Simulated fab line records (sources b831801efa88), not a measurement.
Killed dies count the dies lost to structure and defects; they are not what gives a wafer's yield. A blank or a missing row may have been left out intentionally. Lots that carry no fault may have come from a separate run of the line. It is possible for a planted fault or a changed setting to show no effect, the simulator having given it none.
Which tool did it? | flow sfqLine | Sampling: 15 lots, 45 wafers, 5 of 325 route steps

## WHAT THE GAUGES SHOWED, per wafer
SFQ_R5_THK_MEAS_934: measures by xrf. Usual: for R5_MONX_THK the level is 40.4 nm and the standard deviation is 0.44.
lot  | measured     | on           | R5_MONX_THK (nm) | flag
L496 | day 65 03:40 | filmMetro-04 | 39.8 39.7 39.9   | 
L497 | day 65 06:38 | filmMetro-03 | 40.5 40.5 40.2   | 
L498 | day 65 15:43 | filmMetro-03 | 40.2 39.9 40.2   | 
L499 | day 66 03:38 | filmMetro-01 | 41.0 40.8 41.5   | 
L502 | day 67 21:38 | filmMetro-04 | 41.1 40.2 40.6   | 
L503 | day 67 21:55 | filmMetro-01 | 40.7 40.6 40.4   | 
L504 | day 68 00:39 | filmMetro-01 | 39.4 40.0 39.3   | 
L506 | day 68 03:39 | filmMetro-04 | 41.0 40.7 41.0   | 
L512 | day 69 20:02 | filmMetro-01 | 40.5 40.2 40.4   | 
L513 | day 70 15:34 | filmMetro-01 | 39.9 40.2 39.8   | 
L514 | day 70 17:03 | filmMetro-04 | 40.8 41.1 41.2   | 
L515 | day 70 20:01 | filmMetro-04 | 40.9 40.5 40.5   | 
L517 | day 70 23:01 | filmMetro-01 | 41.3 40.5 40.8   | 
L518 | day 71 00:53 | filmMetro-01 | 40.6 40.1 40.6   | 
L519 | day 71 02:02 | filmMetro-04 | 40.3 40.1 40.2   | 

## WHICH TOOL RAN EACH LOT (tool, then ch and the chambers of the sampled wafers, then the start)
lot  | SFQ_TRILAYER_I4_VIA_BARC_OPEN_VIA_ETCH_146 | SFQ_TRILAYER_JJ_TRILAYER_DEP_SPUTTER_109 | SFQ_TRILAYER_M5_BARC_OPEN_METAL_ETCH_161 | SFQ_TRILAYER_M5_ETCH_METAL_ETCH_126
L496 | rieDiel-04 ch 0,1,3, day 53 05:46          | pvdSputter-05, day 53 06:41              | rieMetal-03 ch 0,1, day 64 11:26         | rieMetal-03 ch 0,1, day 64 11:32
L497 | rieDiel-01 ch 0,2,3, day 53 14:19          | pvdSputter-03, day 53 15:16              | rieMetal-03 ch 0,1, day 64 13:49         | rieMetal-03 ch 0,1, day 64 13:52
L498 | rieDiel-01 ch 2,3, day 53 23:55            | pvdSputter-03, day 54 00:52              | rieMetal-01 ch 0,1, day 65 01:10         | rieMetal-01 ch 0,1, day 65 01:16
L499 | rieDiel-02 ch 0,2,3, day 54 05:55          | pvdSputter-06, day 54 06:52              | rieMetal-01 ch 0,1, day 65 08:27         | rieMetal-01 ch 0,1, day 65 08:31
L502 | rieDiel-01 ch 0,3, day 57 10:17            | pvdSputter-05, day 57 11:14              | rieMetal-02 ch 0,1, day 67 06:03         | rieMetal-02 ch 0,1, day 67 06:07
L503 | rieDiel-04 ch 1,2,3, day 57 11:29          | pvdSputter-06, day 57 12:28              | rieMetal-03 ch 0,1, day 67 09:39         | rieMetal-03 ch 0,1, day 67 09:43
L504 | rieDiel-04 ch 1,2, day 62 15:07            | pvdSputter-03, day 62 16:04              | rieMetal-03 ch 0,1, day 67 13:16         | rieMetal-03 ch 0,1, day 67 13:22
L506 | rieDiel-04 ch 0,1,3, day 63 00:32          | pvdSputter-05, day 63 01:29              | rieMetal-01 ch 0,1, day 67 20:28         | rieMetal-01 ch 0,1, day 67 20:34
L512 | rieDiel-02 ch 0,2, day 64 22:13            | pvdSputter-03, day 64 23:12              | rieMetal-03 ch 0,1, day 69 09:40         | rieMetal-03 ch 0,1, day 69 09:46
L513 | rieDiel-01 ch 1,2,3, day 65 21:39          | pvdSputter-05, day 65 22:37              | rieMetal-01 ch 1, day 70 08:27           | rieMetal-01 ch 1, day 70 08:31
L514 | rieDiel-04 ch 1,2,3, day 66 09:39          | pvdSputter-03, day 66 10:37              | rieMetal-02 ch 0,1, day 70 09:40         | rieMetal-02 ch 0,1, day 70 09:46
L515 | rieDiel-04 ch 0,3, day 67 02:27            | pvdSputter-06, day 67 03:24              | rieMetal-01 ch 0,1, day 70 10:51         | rieMetal-01 ch 0,1, day 70 10:55
L517 | rieDiel-04 ch 0,2,3, day 67 19:15          | pvdSputter-05, day 67 20:12              | rieMetal-03 ch 0,1, day 70 13:15         | rieMetal-03 ch 0,1, day 70 13:19
L518 | rieDiel-04 ch 0,1,2, day 67 21:39          | pvdSputter-05, day 67 22:36              | rieMetal-02 ch 0,1, day 70 14:27         | rieMetal-02 ch 0,1, day 70 14:31
L519 | rieDiel-01 ch 0,2,3, day 68 00:03          | pvdSputter-06, day 68 01:00              | rieMetal-01 ch 0,1, day 70 15:39         | rieMetal-01 ch 0,1, day 70 15:43
- SFQ_TRILAYER_I4_VIA_BARC_OPEN_VIA_ETCH_146: etches BARC in O2, target depth 125 nm, time 41.7 s.
- SFQ_TRILAYER_JJ_TRILAYER_DEP_SPUTTER_109: material Nb, target thk 150 nm, time 100 s.
- SFQ_TRILAYER_M5_BARC_OPEN_METAL_ETCH_161: etches BARC in O2, target depth 125 nm, time 41.7 s.
- SFQ_TRILAYER_M5_ETCH_METAL_ETCH_126: etches Nb in Cl2/BCl3, stops on SiO2, time 203.2 s, target depth 265 nm.

## AS READ BY THE TOOLS THEMSELVES (means over the sampled wafers that have a number; for cases with no such wafer, the mark the record gives instead)
SFQ_TRILAYER_I4_VIA_BARC_OPEN_VIA_ETCH_146. Usual: biasW 80.01 W, standard deviation 0.26; chamberPressureMTorr 30.002 mTorr, standard deviation 0.025; drypumpMotorCurrentA 5.7 A, standard deviation 0.34; oesProductAu 0.685 a.u., standard deviation 0.0049.
lot  | tool       | biasW (W) | chamberPressureMTorr (mTorr) | drypumpMotorCurrentA (A) | oesProductAu (a.u.) | flag
L496 | rieDiel-04 | 79.77     | 30.012                       | 5.9                      | 0.682               | 
L497 | rieDiel-01 | 79.93     | 30.017                       | 5.7                      | 0.685               | 
L498 | rieDiel-01 | 80.06     | 29.984                       | 5.5                      | 0.686               | 
L499 | rieDiel-02 | 79.86     | 29.975                       | 6.0                      | 0.692               | 
L502 | rieDiel-01 | 79.78     | 29.991                       | 5.7                      | 0.689               | 
L503 | rieDiel-04 | 80.14     | 30.006                       | 5.9                      | 0.684               | 
L504 | rieDiel-04 | 80.27     | 29.989                       | 6.0                      | 0.685               | 
L506 | rieDiel-04 | 79.94     | 30.030                       | 5.9                      | 0.684               | 
L512 | rieDiel-02 | 79.94     | 29.995                       | 5.9                      | 0.680               | 
L513 | rieDiel-01 | 80.01     | 29.995                       | 5.4                      | 0.690               | 
L514 | rieDiel-04 | 80.25     | 30.014                       | 5.8                      | 0.687               | 
L515 | rieDiel-04 | 80.02     | 30.015                       | 5.6                      | 0.691               | 
L517 | rieDiel-04 | 80.14     | 30.001                       | 5.6                      | 0.688               | 
L518 | rieDiel-04 | 79.79     | 30.018                       | 5.7                      | 0.684               | 
L519 | rieDiel-01 | 79.68     | 30.015                       | 5.7                      | 0.682               | 

SFQ_TRILAYER_JJ_TRILAYER_DEP_SPUTTER_109. Usual: chamberPressurePa 0.13329 Pa, standard deviation 0.00027; throttleValvePct 29.9 %, standard deviation 0.82.
lot  | tool          | chamberPressurePa (Pa) | throttleValvePct (%) | flag
L496 | pvdSputter-05 | 0.13320                | 29.8                 | 
L497 | pvdSputter-03 | 0.13339                | 30.8                 | 
L498 | pvdSputter-03 | 0.13340                | 30.3                 | 
L499 | pvdSputter-06 | 0.13336                | 29.6                 | 
L502 | pvdSputter-05 | 0.13334                | 29.6                 | 
L503 | pvdSputter-06 | 0.13310                | 29.8                 | 
L504 | pvdSputter-03 | 0.13351                | 30.1                 | 
L506 | pvdSputter-05 | 0.13336                | 29.3                 | 
L512 | pvdSputter-03 | 0.13310                | 30.4                 | 
L513 | pvdSputter-05 | 0.13308                | 29.3                 | 
L514 | pvdSputter-03 | 0.13333                | 30.3                 | 
L515 | pvdSputter-06 | 0.13335                | 29.8                 | 
L517 | pvdSputter-05 | 0.13330                | 29.6                 | 
L518 | pvdSputter-05 | 0.13364                | 29.1                 | 
L519 | pvdSputter-06 | 0.13328                | 30.3                 | 

SFQ_TRILAYER_M5_BARC_OPEN_METAL_ETCH_161. Usual: biasW 80.00 W, standard deviation 0.23; chamberPressureMTorr 10.002 mTorr, standard deviation 0.013; drypumpMotorCurrentA 5.8 A, standard deviation 0.36; oesProductAu 0.685 a.u., standard deviation 0.0044.
lot  | tool        | biasW (W) | chamberPressureMTorr (mTorr) | drypumpMotorCurrentA (A) | oesProductAu (a.u.) | flag
L496 | rieMetal-03 | 80.01     | 9.998                        | 6.2                      | 0.686               | 
L497 | rieMetal-03 | 79.96     | 9.997                        | 6.1                      | 0.688               | 
L498 | rieMetal-01 | 79.98     | 9.997                        | 5.5                      | 0.681               | 
L499 | rieMetal-01 | 80.01     | 9.998                        | 5.5                      | 0.683               | 
L502 | rieMetal-02 | -         | -                            | -                        | -                   | OFF
L503 | rieMetal-03 | -         | -                            | -                        | -                   | OFF
L504 | rieMetal-03 | -         | -                            | -                        | -                   | OFF
L506 | rieMetal-01 | 80.09     | 10.008                       | 5.5                      | 0.686               | 
L512 | rieMetal-03 | 80.10     | 10.003                       | 6.2                      | 0.684               | 
L513 | rieMetal-01 | 80.10     | 10.009                       | 5.6                      | 0.686               | 
L514 | rieMetal-02 | 80.02     | 9.997                        | 5.8                      | 0.680               | 
L515 | rieMetal-01 | 80.23     | 10.001                       | 5.5                      | 0.683               | 
L517 | rieMetal-03 | 79.78     | 10.005                       | 6.3                      | 0.684               | 
L518 | rieMetal-02 | 79.88     | 10.003                       | 5.7                      | 0.684               | 
L519 | rieMetal-01 | 80.02     | 9.998                        | 5.5                      | 0.684               | 

SFQ_TRILAYER_M5_ETCH_METAL_ETCH_126. Usual: biasW 79.99 W, standard deviation 0.24; chamberPressureMTorr 9.998 mTorr, standard deviation 0.009; drypumpMotorCurrentA 5.8 A, standard deviation 0.36; oesProductAu 0.727 a.u., standard deviation 0.0058.
lot  | tool        | biasW (W) | chamberPressureMTorr (mTorr) | drypumpMotorCurrentA (A) | oesProductAu (a.u.) | flag
L496 | rieMetal-03 | 79.82     | 9.999                        | 6.2                      | 0.723               | 
L497 | rieMetal-03 | 79.68     | 9.994                        | 6.1                      | 0.733               | 
L498 | rieMetal-01 | 79.91     | 9.994                        | 5.5                      | 0.722               | 
L499 | rieMetal-01 | 80.13     | 9.993                        | 5.5                      | 0.733               | 
L502 | rieMetal-02 | 80.17     | 10.004                       | 5.9                      | 0.373               | OFF
L503 | rieMetal-03 | 79.91     | 10.002                       | 6.3                      | 0.379               | OFF
L504 | rieMetal-03 | 79.88     | 9.988                        | 6.2                      | 0.378               | OFF
L506 | rieMetal-01 | 80.03     | 10.005                       | 5.5                      | 0.732               | 
L512 | rieMetal-03 | 79.96     | 10.006                       | 6.2                      | 0.727               | 
L513 | rieMetal-01 | 79.92     | 9.998                        | 5.6                      | 0.729               | 
L514 | rieMetal-02 | 79.86     | 9.994                        | 5.7                      | 0.719               | 
L515 | rieMetal-01 | 80.05     | 9.997                        | 5.5                      | 0.727               | 
L517 | rieMetal-03 | 79.92     | 9.998                        | 6.3                      | 0.726               | 
L518 | rieMetal-02 | 79.96     | 9.992                        | 5.7                      | 0.732               | 
L519 | rieMetal-01 | 80.01     | 9.998                        | 5.5                      | 0.728               | 

## THE ANSWER, worked out from the rows above alone
Rule: take the mean of a lot's wafers that have a number; if it is more than 3 standard deviations from the usual mean, the lot is off. A lot without any number at a reading at which 4 lots or more have one is off too. All remaining lots with rows at the step are treated as sound. After the gauges, taken in route order, come the tools' own readings; for these a lot's mean is taken, as printed above. At the first step where some lot is off, the reading lying furthest off is the one used; lots without a number count as furthest.
Off: L502, L503, L504 (SFQ_TRILAYER_M5_BARC_OPEN_METAL_ETCH_161, biasW). Without a number there: L502, L503, L504.
If a tool, at that step or one of the process steps before it, ran each lot that is off and ran no sound lot following the first of them, it fits. None of those tried fits.

## WHAT WAS PUT IN BY THE SIMULATOR
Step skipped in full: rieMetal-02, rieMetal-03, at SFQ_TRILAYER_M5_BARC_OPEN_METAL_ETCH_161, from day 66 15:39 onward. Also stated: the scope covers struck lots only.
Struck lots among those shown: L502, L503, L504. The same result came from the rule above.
